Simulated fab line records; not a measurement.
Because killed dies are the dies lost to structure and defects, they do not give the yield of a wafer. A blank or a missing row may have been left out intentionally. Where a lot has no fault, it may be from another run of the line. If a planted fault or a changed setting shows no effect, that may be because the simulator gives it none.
Problem report, 8D (eight disciplines) form, completed by code	flow gf180mcu	the parts of the form that need people (team, actions taken, sign-off) are left out
Where a reading is given only as a bound, like >300, the bound stands for it, and a mean or a difference that rests on one is marked > or <: the true number lies beyond.

## 1. WHAT WENT WRONG
V5_W_RS at GF_V5_RS_MEAS_24 reads a mean of 44.005 ohm/sq on 6 wafers of 2 lots; wafers without a fault read 0.327 ohm/sq with a standard deviation of 0.0052. So: +99 or more standard deviations from the usual mean.
The step: measures by four-point-probe.
Seen first at day 30 18:22 on film_metro-01, wafer L695.2. The record has a number at this step for 42 wafers belonging to 14 lots. Rule for "out" (also "out of limits"): further than 4 standard deviations from the usual mean. The rest of the wafers with a number are treated as sound.

## 2. WHAT IT IS, WHAT IT ISN'T
question	is	is not
which readings at this step	V5_W_RS	-
which lots	L695, L696	L684, L688, L689, L690, L691, L692, L694, L700, L704, L705, L706, L707
which wafers of those lots	all that have a number	-
read on which gauges	film_metro-01, film_metro-04	film_metro-03
when	from day 30 18:22	up to then (21 sound wafers); but 15 sound wafers of L700, L704, L705, L706, L707 came after

## 3. WHAT RULES OUT EACH SUSPECT
Counting: any tool at a process step up to the reading is kept as a suspect provided that every lot that is out went through it and no sound lot did after the first of them.
- ruled out: the gauge at GF_V5_RS_MEAS_24. 2 gauges (film_metro-01, film_metro-04) read the wafers that are out.
- cvd_w-01 at GF_V5_CVD_23 (deposits W, target thk 350 nm, time 104.9 s): ruled out as a lasting fault. The sound lots L700, L705, L706 went through it after L695, its earliest lot that is out (day 30 18:14).
Left after counting: nothing in the record.

## 4. THE CAUSE (what the simulator had put in)
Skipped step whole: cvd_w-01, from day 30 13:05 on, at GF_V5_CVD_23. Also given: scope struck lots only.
It was ruled out by counting, in error; the rule expects a fault to strike all lots run on its tool from its start on, and this fault did not.

## 5. THE EFFECT CHAIN, in route order
Each row: a reading where the mean over the struck wafers with a number is more than 3 standard deviations away from the usual. Only readings for which the record gives a usual standard deviation are gone through. hours: the time from each lot's start at the first step in this table that gives one to its start at this step, as a median over the lots. sigmas: the change in usual standard deviations.
hours	step	reading	usual	on struck wafers	change	sigmas
0	GF_V5_RS_MEAS_24	V5_W_RS	0.327 ohm/sq	44.005	+43.678	+99 or more
0	GF_V5_THK_MEAS_25	V5_W_THK	344 nm	<0	<-344	<-48
0	GF_V5_CMP_26	time_to_endpoint_s	86 s	2	-84	-20
It contains these process steps:
- GF_V5_CMP_26: polishes, stops on SiO2, t overpolish 15 s, target thk 0 nm.
Readings that are blank on the struck wafers while sound wafers have them: chamber_pressure_Torr at GF_V5_CVD_23; heater_power_outer_w at GF_V5_CVD_23; heater_power_w at GF_V5_CVD_23.

## 6. WHAT WOULD HAVE CAUGHT IT SOONER
Counted from the fault's start at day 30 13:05, it took 5 hours until the first out-of-limits reading at a measuring or inspecting step in this record, taken at day 30 18:22.
At GF_V5_CVD_23 the tool's readings are blank on the struck wafers, where sound wafers have them: an empty tool record is the first sign, and it was there at once.
